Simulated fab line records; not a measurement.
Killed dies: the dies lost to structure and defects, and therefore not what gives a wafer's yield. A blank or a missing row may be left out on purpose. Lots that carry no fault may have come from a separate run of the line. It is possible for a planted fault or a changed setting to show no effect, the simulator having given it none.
Chamber matching    flow gf180mcu    cmp-02 running GF_CONTACT_CMP_27: 4 sister chambers
The step polishes, stops on SiO2, t overpolish 15 s, target thk 0 nm. 8 wafers are shown with their chamber, then 7 later ones without.

WAFERS, EACH WITH ITS CHAMBER
wafer   chamber  motor current A (A)  overpolish run s (s)
L218.3  0        10.7                 14.983
L221.3  2        12.6                 14.997
L221.4  0        11.6                 14.996
L222.1  3        9.8                  15.001
L222.3  2        11.9                 14.999
L222.6  1        11.3                 14.987
L230.1  3        9.8                  14.993
L230.2  1        11.6                 14.983

WAFERS MISSING THEIR CHAMBER
wafer   motor current A (A)  overpolish run s (s)
L230.5  11.1                 14.991
L232.1  12.4                 14.996
L232.3  10.2                 15.024
L232.4  11.5                 14.988
L234.1  10.1                 15.008
L234.3  11.3                 14.997
L234.4  11.4                 15.005

EACH ONE'S CHAMBER
wafer   from the rows above                in truth
L230.5  can't be placed: 0 or 1            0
L232.1  2                                  2
L232.3  can't be placed: 3 or 0 or 2       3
L232.4  can't be placed: 1 or 0 or 2       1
L234.1  3                                  3
L234.3  can't be placed: 0 or 1 or 2       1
L234.4  can't be placed: 2 or 0 or 1 or 3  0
Placed correctly: 2 of 7. From these rows, 5 cannot be placed; in 5 the true chamber is one of the candidates. Placed wrongly: 0.
How it was worked out, from the rows above alone: a wafer's distance from a chamber is the root of the sum, over the readings, of the square of ((its reading less the chamber's mean) divided by the reading's scatter). The wafer belongs to the nearest chamber; if the next one is less than 2 further off, it can't be placed. For every chamber, the mean is computed from those of its wafers that are shown. The scatter: take each reading less its chamber's mean, square it, sum over the shown wafers, divide by the number of wafers less the number of chambers, and take the root.
